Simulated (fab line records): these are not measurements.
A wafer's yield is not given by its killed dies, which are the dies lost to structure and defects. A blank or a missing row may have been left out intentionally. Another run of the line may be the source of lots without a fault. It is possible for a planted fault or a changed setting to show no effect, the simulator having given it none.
fab line records ; flow gf180mcu
record: lots: 5; wafers: 15; last_day: 34
route steps=602 shown M5@532
lots that met no fault: taken from a fault-free run of the same line
start_h: start of the lot's first displayed wafer, in hours after the record's first day ; wait_h: hours since the lot's step before ; " identical to the entry in the row above ; L1.1+2: several wafers, shown together as one row ; - value missing, or start not given ; * or withheld: withheld ; < > ~ a bound
route shown NAME@n: a module of which the file shows steps, and the number in the route of the first ; usual: mean/standard deviation of fault-free wafers ; same: alike in all rows ; chamber/n: place in a boat ; sites: each site's reading ; _std_site: standard deviation of those values ; _edge_site: inner sites' mean taken away from outer sites' mean ; radius_mm: for every site, how far away it sits from the centre of the wafer ; mask NAME#n: copy n ; behind: the last tool/chamber to shape the wafer ; hold: why the lot went on hold/how many hours it stayed there/how the hold came to an end ; device: names the non-switching transistor (n, p or np) ; end of line: tests of these same wafers at the route's end ; step lacking rows: just its recipe ; killed: not the wafer's yield, but the dies lost to structure and defects at the first sort ; map: dies across one wafer; x = killed, . = not, _ = none there
set.NAME: the run value of the setting; set.NAME@STEP: its run value at that earlier step ; model.NAME: the simulator's own value behind a step, which no gauge read
lots seen at some steps along the route; tables by step, rows by wafer
services: the hour from which a tool's chamber was out of use, counted from the record's first day as start_h (under 0 if before that day), plus the number of hours and why
== steps ==
step: GF_M5_DEVELOP_06
recipe: develop_time_s: 60; dev_temp_c: 21
lot.wafer;tool;chamber;start_h;wait_h
L080.3+4+6;litho_track-01;0;660.25;0.1
L088.3+4+6;litho_track-03;0;710.91;0.1
L093.2+4+6;litho_track-03;0;742.84;0.2
L096.1+3+5;litho_track-01;0;763.60;0.2
L095.1+3+5;litho_track-03;0;763.81;0.2
step: GF_M5_CD_MEAS_07
recipe: target_cd_nm: 280
usual: cd_nm: 280.1/0.95
lot.wafer;tool;chamber;start_h;wait_h;cd_nm
L080.3;cd_sem-02;-;660.39;0.1;280.9
L080.4;cd_sem-02;-;660.39;0.1;279.9
L080.6;cd_sem-02;-;660.39;0.1;279.4
L088.3;cd_sem-01;-;711.05;0.1;280.9
L088.4;cd_sem-01;-;711.05;0.1;281.9
L088.6;cd_sem-01;-;711.05;0.1;280.5
L093.2;cd_sem-02;-;742.98;0.1;281.2
L093.4;cd_sem-02;-;742.98;0.1;281.8
L093.6;cd_sem-02;-;742.98;0.1;281.6
L096.1;cd_sem-01;-;763.75;0.1;280.6
L096.3;cd_sem-01;-;763.75;0.1;280.0
L096.5;cd_sem-01;-;763.75;0.1;281.1
L095.1;cd_sem-02;-;763.96;0.1;279.3
L095.3;cd_sem-02;-;763.96;0.1;279.3
L095.5;cd_sem-02;-;763.96;0.1;279.5
step: GF_M5_OVL_MEAS_08
usual: M5_OVL: 3/4.6
lot.wafer;tool;chamber;start_h;wait_h;M5_OVL[nm]
L080.3;overlay-02;-;660.48;0.1;1
L080.4;overlay-02;-;660.48;0.1;7
L080.6;overlay-02;-;660.48;0.1;2
L088.3;overlay-02;-;711.14;0.1;10
L088.4;overlay-02;-;711.14;0.1;5
L088.6;overlay-02;-;711.14;0.1;6
L093.2;overlay-02;-;743.09;0.1;-6
L093.4;overlay-02;-;743.09;0.1;2
L093.6;overlay-02;-;743.09;0.1;-4
L096.1;overlay-01;-;763.87;0.1;5
L096.3;overlay-01;-;763.87;0.1;4
L096.5;overlay-01;-;763.87;0.1;0
L095.1;overlay-02;-;764.08;0.1;-2
L095.3;overlay-02;-;764.08;0.1;4
L095.5;overlay-02;-;764.08;0.1;1
step: GF_M5_ETCH_09
recipe: chemistry: CF4/O2; target: Si3N4; target_depth_nm: 52; source_w: 800; bias_w: 150; pressure_mtorr: 150; cf4_flow_sccm: 80; O2_flow_sccm: 10; time_s: 11.6
usual: bias_w: 150.0/0.43; drypump_motor_current_A: 5.9/0.48; oes_product_au: 1.001/0.0062; throttle_valve_pct: 5.972/0.01
lot.wafer;tool;chamber;start_h;wait_h;bias_w;drypump_motor_current_A;oes_product_au;rf_hours_counter_h;throttle_valve_pct
L080.3;rie_diel-04;2;660.51;0.0;150.1;5.7;0.998;8;5.975
L080.4;rie_diel-04;0;660.51;0.0;149.9;6.2;1.006;11;5.968
L080.6;rie_diel-04;0;660.51;0.0;150.0;6.2;1.000;-;5.964
L088.3;rie_diel-03;0;711.17;0.0;150.2;5.4;1.007;27;5.973
L088.4;rie_diel-03;3;711.17;0.0;149.5;6.1;1.003;25;5.970
L088.6;rie_diel-03;1;711.17;0.0;149.7;6.7;1.001;-;5.973
L093.2;rie_diel-04;1;743.12;0.0;149.3;5.9;1.000;16;5.979
L093.4;rie_diel-04;3;743.12;0.0;149.6;5.2;1.000;6;5.968
L093.6;rie_diel-04;0;743.12;0.0;149.8;6.2;1.005;-;5.964
L096.1;rie_diel-02;2;763.91;0.0;150.0;5.3;1.006;12;5.988
L096.3;rie_diel-02;1;763.91;0.0;150.5;6.2;1.002;7;5.964
L096.5;rie_diel-02;1;763.91;0.0;150.1;6.2;1.008;-;5.984
L095.1;rie_diel-04;2;764.12;0.0;149.7;5.7;1.005;12;5.971
L095.3;rie_diel-04;1;764.12;0.0;150.2;5.9;0.990;17;5.979
L095.5;rie_diel-04;2;764.12;0.0;149.9;5.7;1.010;-;5.958
step: GF_M5_METAL_ETCH_10
recipe: chemistry: Cl2/BCl3; mask_material: KrF; target_depth_nm: 627.5; stop_on: SiO2; pressure_mtorr: 8; icp_w: 800; bias_w: 140; Cl2_flow_sccm: 80; bcl3_flow_sccm: 40; time_s: 104.6
usual: bias_w: 139.9/0.37; drypump_motor_current_A: 5.58/0.26; oes_product_au: 0.970/0.0057; throttle_valve_pct: 28.252/0.011
lot.wafer;tool;chamber;start_h;wait_h;bias_w;drypump_motor_current_A;oes_product_au;rf_hours_counter_h;throttle_valve_pct
L080.3;rie_metal-04;1;660.57;0.0;139.8;5.29;0.970;-;28.239
L080.4;rie_metal-04;0;660.57;0.0;140.7;6.18;0.974;-;28.253
L080.6;rie_metal-04;1;660.57;0.0;139.2;5.31;0.983;-;28.237
L088.3;rie_metal-04;1;711.27;0.1;139.9;5.28;0.976;-;28.245
L088.4;rie_metal-04;1;711.27;0.1;139.6;5.26;0.973;-;28.251
L088.6;rie_metal-04;1;711.27;0.1;139.8;5.28;0.976;-;28.271
L093.2;rie_metal-02;1;743.14;0.0;140.0;5.59;0.964;3;28.280
L093.4;rie_metal-02;0;743.14;0.0;140.0;5.55;0.969;-;28.251
L093.6;rie_metal-02;0;743.14;0.0;139.8;5.55;0.970;-;28.260
L096.1;rie_metal-03;0;763.93;0.0;139.9;5.33;0.974;8;28.255
L096.3;rie_metal-03;0;763.93;0.0;140.2;5.32;0.966;-;28.244
L096.5;rie_metal-03;0;763.93;0.0;140.0;5.33;0.969;-;28.240
L095.1;rie_metal-02;1;764.14;0.0;139.8;5.60;0.975;4;28.252
L095.3;rie_metal-02;1;764.14;0.0;139.5;5.61;0.968;-;28.253
L095.5;rie_metal-02;0;764.14;0.0;140.1;5.54;0.977;-;28.239
step: GF_M5_STRIP_11
recipe: chemistry: O2/N2; power_w: 1400; pressure_mtorr: 1500; platen_temp_c: 250; o2_flow_sccm: 3000; n2_flow_sccm: 300; overash_fraction: 0.5
usual: drypump_motor_current_A: 5.9/0.41; heater_power_w: 334/42; n2_flow_sccm: 300.0/0.87; oes_product_au: 0.542/0.0049; strip_time_to_endpoint_s: 7.503/0.029
lot.wafer;tool;chamber;start_h;wait_h;drypump_motor_current_A;heater_power_w;n2_flow_sccm;oes_product_au;rf_hours_counter_h;strip_time_to_endpoint_s
L080.3;plasma_asher-02;1;660.68;0.1;6.3;409;299.4;0.541;-;7.511
L080.4;plasma_asher-02;0;660.68;0.1;5.9;376;300.3;0.545;-;7.528
L080.6;plasma_asher-02;0;660.68;0.1;5.9;370;300.8;0.534;-;7.485
L088.3;plasma_asher-04;0;711.45;0.1;5.3;315;299.5;0.550;-;7.518
L088.4;plasma_asher-04;1;711.45;0.1;6.4;290;299.0;0.542;-;7.512
L088.6;plasma_asher-04;1;711.45;0.1;6.4;289;299.8;0.546;-;7.531
L093.2;plasma_asher-03;1;743.25;0.1;5.9;334;300.1;0.545;0;7.493
L093.4;plasma_asher-03;1;743.25;0.1;5.9;333;300.7;0.540;-;7.477
L093.6;plasma_asher-03;0;743.25;0.1;6.1;381;298.8;0.534;-;7.500
L096.1;plasma_asher-04;1;764.04;0.1;6.4;297;300.9;0.539;68;7.506
L096.3;plasma_asher-04;1;764.04;0.1;6.4;278;300.1;0.540;-;7.479
L096.5;plasma_asher-04;1;764.04;0.1;6.4;284;299.9;0.542;-;7.511
L095.1;plasma_asher-03;0;764.25;0.1;6.1;382;301.0;0.543;2;7.543
L095.3;plasma_asher-03;0;764.25;0.1;6.1;381;300.6;0.553;-;7.564
L095.5;plasma_asher-03;1;764.25;0.1;5.9;322;300.1;0.546;-;7.493
step: GF_M5_STRIP_12
recipe: chemistry: post_etch_residue_remover; time_s: 1200; temp_c: 72.5
usual: temp_c: 72.53/0.13
lot.wafer;tool;chamber;start_h;wait_h;temp_c
L080.3;wet_bench-02;0;660.74;0.0;72.52
L080.4;wet_bench-02;0;660.74;0.0;72.42
L080.6;wet_bench-02;0;660.74;0.0;72.48
L088.3;wet_bench-04;1;711.51;0.0;72.64
L088.4;wet_bench-04;1;711.51;0.0;72.58
L088.6;wet_bench-04;1;711.51;0.0;72.41
L093.2;wet_bench-04;1;743.35;0.1;72.47
L093.4;wet_bench-04;1;743.35;0.1;72.32
L093.6;wet_bench-04;1;743.35;0.1;72.58
L096.1;wet_bench-04;0;764.14;0.1;72.65
L096.3;wet_bench-04;0;764.14;0.1;72.39
L096.5;wet_bench-04;0;764.14;0.1;72.71
L095.1;wet_bench-02;3;764.35;0.1;72.73
L095.3;wet_bench-02;3;764.35;0.1;72.74
L095.5;wet_bench-02;3;764.35;0.1;72.87
== services ==
tool;chamber;start_h;hours;kind
rie_diel-03;1;640.13;8.3;repair
rie_metal-02;1;645.69;-;clean
rie_metal-02;1;645.69;17.6;scheduled_down
rie_metal-02;1;645.69;17.6;vent_cycle
plasma_asher-04;-;648.93;0.9;repair
plasma_asher-04;-;652.59;14.6;pm
plasma_asher-03;-;658.87;23.1;pm
plasma_asher-02;-;679.57;12.3;repair
rie_diel-02;-;686.52;14.6;pm
plasma_asher-03;-;691.44;0.6;repair
rie_metal-04;0;692.82;-;clean
rie_metal-04;0;692.82;21.0;scheduled_down
rie_metal-04;0;692.82;21.0;vent_cycle
rie_diel-04;-;696.84;0.5;repair
rie_metal-03;-;713.64;1.2;repair
rie_diel-03;2;727.99;-;clean
plasma_asher-03;-;733.75;9.0;pm
plasma_asher-03;0;733.75;9.0;vent_cycle
plasma_asher-03;1;733.75;9.0;vent_cycle
plasma_asher-02;-;734.64;1.4;repair
plasma_asher-03;0;742.75;-;clean
plasma_asher-03;1;742.75;-;clean
plasma_asher-04;-;751.71;0.5;repair
rie_diel-02;3;752.79;2.6;repair
== key ==
fault none
